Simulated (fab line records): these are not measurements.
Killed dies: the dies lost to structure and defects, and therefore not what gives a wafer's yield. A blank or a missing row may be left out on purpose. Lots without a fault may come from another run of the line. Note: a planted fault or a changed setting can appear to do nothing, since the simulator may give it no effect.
Matching of chambers + flow gf180mcu + 3 sister chambers for GF_V4_CVD_02 on pecvd-01
The step deposits SiO2 from TEOS, target thk 850 nm, time 94.851 s. 22 wafers are shown with their chamber, then 11 later ones without.

WAFERS PAIRED WITH THEIR CHAMBERS
| wafer  | chamber | heater-power-w (W) |
|--------|---------|--------------------|
| L074.2 | 1       | 654                |
| L074.5 | 2       | 584                |
| L074.6 | 0       | 802                |
| L077.4 | 2       | 633                |
| L077.5 | 1       | 676                |
| L077.6 | 0       | 675                |
| L079.2 | 0       | 852                |
| L079.4 | 1       | 540                |
| L079.6 | 2       | 612                |
| L080.1 | 0       | 684                |
| L080.3 | 1       | 597                |
| L080.5 | 2       | 596                |
| L081.1 | 1       | 642                |
| L081.2 | 2       | 573                |
| L081.4 | 2       | 604                |
| L082.2 | 0       | 795                |
| L082.5 | 1       | 538                |
| L082.6 | 2       | 627                |
| L083.1 | 1       | 561                |
| L083.5 | 0       | 685                |
| L083.6 | 1       | 615                |
| L086.1 | 1       | 615                |

SIGNATURES, as means of the wafers listed above
| reading        | chamber 0 | chamber 1 | chamber 2 | scatter within a chamber |
|----------------|-----------|-----------|-----------|--------------------------|
| heater-power-w | 748.83    | 604.22    | 604.14    | 52.3                     |
Rule: for a wafer and a chamber, the distance is found by dividing, reading by reading, the gap between the wafer's reading and the chamber's mean by the reading's scatter, squaring, summing and taking the root. The wafer belongs to the nearest chamber; if the next one is less than 2 further off, it can't be placed. The scatter is the square root of a quotient: the sum, over the shown wafers, of each reading's squared deviation from its chamber's mean, divided by wafers minus chambers.

WAFERS WITH NO CHAMBER GIVEN
| wafer  | heater-power-w (W) |
|--------|--------------------|
| L086.4 | 785                |
| L086.5 | 591                |
| L089.1 | 760                |
| L089.3 | 549                |
| L089.6 | 581                |
| L091.1 | 623                |
| L091.4 | 542                |
| L091.6 | 508                |
| L095.1 | 632                |
| L095.2 | 613                |
| L095.4 | 493                |

CHAMBER TAKEN BY EACH
| wafer  | from the rows above          | in truth |
|--------|------------------------------|----------|
| L086.4 | 0                            | 0        |
| L086.5 | can't be placed: 2 or 1      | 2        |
| L089.1 | 0                            | 0        |
| L089.3 | can't be placed: 2 or 1      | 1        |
| L089.6 | can't be placed: 2 or 1      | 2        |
| L091.1 | can't be placed: 1 or 2      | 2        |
| L091.4 | can't be placed: 2 or 1      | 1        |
| L091.6 | can't be placed: 2 or 1      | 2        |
| L095.1 | can't be placed: 1 or 2 or 0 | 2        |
| L095.2 | can't be placed: 1 or 2      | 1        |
| L095.4 | can't be placed: 2 or 1      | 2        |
Correct placement for 2 of the 11. These rows do not allow placing 9 (true chamber among the candidates in 9). Placed wrongly: 0.
